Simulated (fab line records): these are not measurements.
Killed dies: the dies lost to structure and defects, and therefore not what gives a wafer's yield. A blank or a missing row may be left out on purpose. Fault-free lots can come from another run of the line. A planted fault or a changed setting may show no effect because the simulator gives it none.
Problem report in the 8D (eight disciplines) form, filled by code + flow gf180mcu + the parts of the form that need people (team, actions taken, sign-off) are left out

== 1. THE PROBLEM ==
HV_LDD_RS at GF_HV_LDD_RS_MEAS_53 reads a mean of 422.8 ohm/sq on 9 wafers of 3 lots; wafers without a fault read 418.4 ohm/sq with a standard deviation of 0.81. Measured from the usual mean, that is +5.4 standard deviations.
The step: measures by four-point-probe.
First seen on wafer L942.2, day 16 07:23, on film-metro-03. At this step, 36 wafers from 12 lots have a number in the record. Rule for "out" (also "out of limits"): further than 4 standard deviations from the usual mean. The other wafers with a number count as sound.

== 2. WHAT THIS IS AND IS NOT ==
| question                    | is                           | is not                                                                                 |
|-----------------------------|------------------------------|----------------------------------------------------------------------------------------|
| which readings at this step | HV_LDD_RS                    | -                                                                                      |
| which lots                  | L942, L945, L946             | L932, L934, L936, L939, L941, L943, L951, L952, L954                                   |
| which wafers of those lots  | all that have a number       | -                                                                                      |
| read on which gauges        | film-metro-01, film-metro-03 | film-metro-04                                                                          |
| when                        | from day 16 07:23            | up to then (15 sound wafers); but 12 sound wafers of L943, L951, L952, L954 came after |

== 3. SUSPECTS, AND WHAT RULES EACH OUT ==
Counting: a tool at a process step up to the reading stays a suspect if it ran every lot that is out and no sound lot after the first of them.
- the gauge at GF_HV_LDD_RS_MEAS_53 has been ruled out. 2 gauges (film-metro-01, film-metro-03) read the wafers that are out.
- implanter-03 at GF_HV_LDD_IMPLANT_35: kept. Every lot that is out went through it, starting with L942 (day 15 08:44), and after that it ran no sound lot; the last sound lot it ran before then is L941 (day 14 20:20). Out on those wafers are its own readings of dose-ions-cm2, faraday-current-uA.
After counting, what remains is implanter-03 at GF_HV_LDD_IMPLANT_35.

== 4. THE CAUSE (what the simulator had put in) ==
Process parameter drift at GF_HV_LDD_IMPLANT_35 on implanter-03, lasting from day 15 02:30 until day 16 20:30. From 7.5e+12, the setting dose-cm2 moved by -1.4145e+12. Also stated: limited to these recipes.
After counting, this tool was the only one left.

== 5. THE EFFECT CHAIN, in route order ==
Each row: a reading whose mean over the struck wafers that have a number lies more than 3 standard deviations from the usual. Readings are gone through only where the record gives a usual standard deviation; hours: the median, over the lots, of the time from a lot's start at the first step in this table giving one to that lot's start at this step; sigmas: the change measured in usual standard deviations.
| hours | step                 | reading            | usual        | on struck wafers | change     | sigmas      |
|-------|----------------------|--------------------|--------------|------------------|------------|-------------|
| 0     | GF_HV_LDD_IMPLANT_35 | dose-ions-cm2      | 7.499e+12    | 6.082e+12        | -1.417e+12 | -99 or more |
| 0     | GF_HV_LDD_IMPLANT_35 | faraday-current-uA | 42.5         | 34.5             | -8.0       | -9.2        |
| 23    | GF_HV_LDD_RS_MEAS_53 | HV_LDD_RS          | 418.4 ohm/sq | 422.8            | +4.4       | +5.4        |
Here are the process steps it includes:
- GF_HV_LDD_IMPLANT_35

== 6. HOW IT WOULD HAVE BEEN CAUGHT EARLIER ==
29 hours passed between the start of the fault at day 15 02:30 and the first reading out of limits at a measuring or inspecting step in this record, taken at day 16 07:23.
The tool's own readings at GF_HV_LDD_IMPLANT_35 were out on every struck wafer that the step has a row for (dose-ions-cm2, faraday-current-uA): an alarm limit on them would have fired on the first of those.
Among the 3 lots that are out, L946 began GF_HV_LDD_IMPLANT_35 on implanter-03 after day 16 07:23. Had the tool been put on hold then, it would have been spared.
